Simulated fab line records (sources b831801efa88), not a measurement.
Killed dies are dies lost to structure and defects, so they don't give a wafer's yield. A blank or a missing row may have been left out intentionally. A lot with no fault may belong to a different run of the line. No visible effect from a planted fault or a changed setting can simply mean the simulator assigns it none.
Chamber matching | flow sky130 | rie-diel-03 running SKY_VIA1_ETCH_15: 4 sister chambers
The step etches SiO2 in C4F8/O2/Ar, stops on TiN, target depth 351 nm, time 54 s. 7 wafers are shown with their chamber, then 7 later ones without.

== EACH WAFER AND ITS CHAMBER ==
wafer  | chamber | oes-product-au (a.u.)
L082.5 | 3       | 0.974
L082.6 | 0       | 0.986
L086.1 | 3       | 0.982
L086.3 | 1       | 0.975
L086.4 | 2       | 0.991
L091.4 | 1       | 0.979
L091.5 | 2       | 0.978

== WAFERS WITH NO CHAMBER GIVEN ==
wafer  | oes-product-au (a.u.)
L091.6 | 0.980
L094.1 | 0.985
L094.2 | 0.985
L094.5 | 0.990
L096.3 | 0.979
L096.4 | 0.983
L096.5 | 0.980

== WHICH CHAMBER EACH WENT THROUGH ==
wafer  | from the rows above               | in truth
L091.6 | can't be placed: 3 or 1 or 2 or 0 | 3
L094.1 | can't be placed: 2 or 0 or 3 or 1 | 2
L094.2 | can't be placed: 2 or 0 or 3 or 1 | 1
L094.5 | can't be placed: 0 or 2 or 3 or 1 | 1
L096.3 | can't be placed: 3 or 1 or 2 or 0 | 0
L096.4 | can't be placed: 2 or 0 or 3 or 1 | 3
L096.5 | can't be placed: 3 or 1 or 2 or 0 | 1
0 of 7 placed correctly. Cannot be placed on the basis of these rows: 7; the candidates contain the true chamber in 7. Wrongly placed: 0.
How it was worked out, from the rows above alone: a wafer's distance from a chamber is the root of the sum, over the readings, of the square of ((its reading less the chamber's mean) divided by the reading's scatter). If the next closest chamber is less than 2 further off than the closest, the wafer can't be placed; otherwise it belongs to the closest. Each chamber's mean is taken over the wafers shown for it. The scatter: the root of (the sum of the squares of (reading less its chamber's mean) over the shown wafers, divided by (wafers less chambers)).
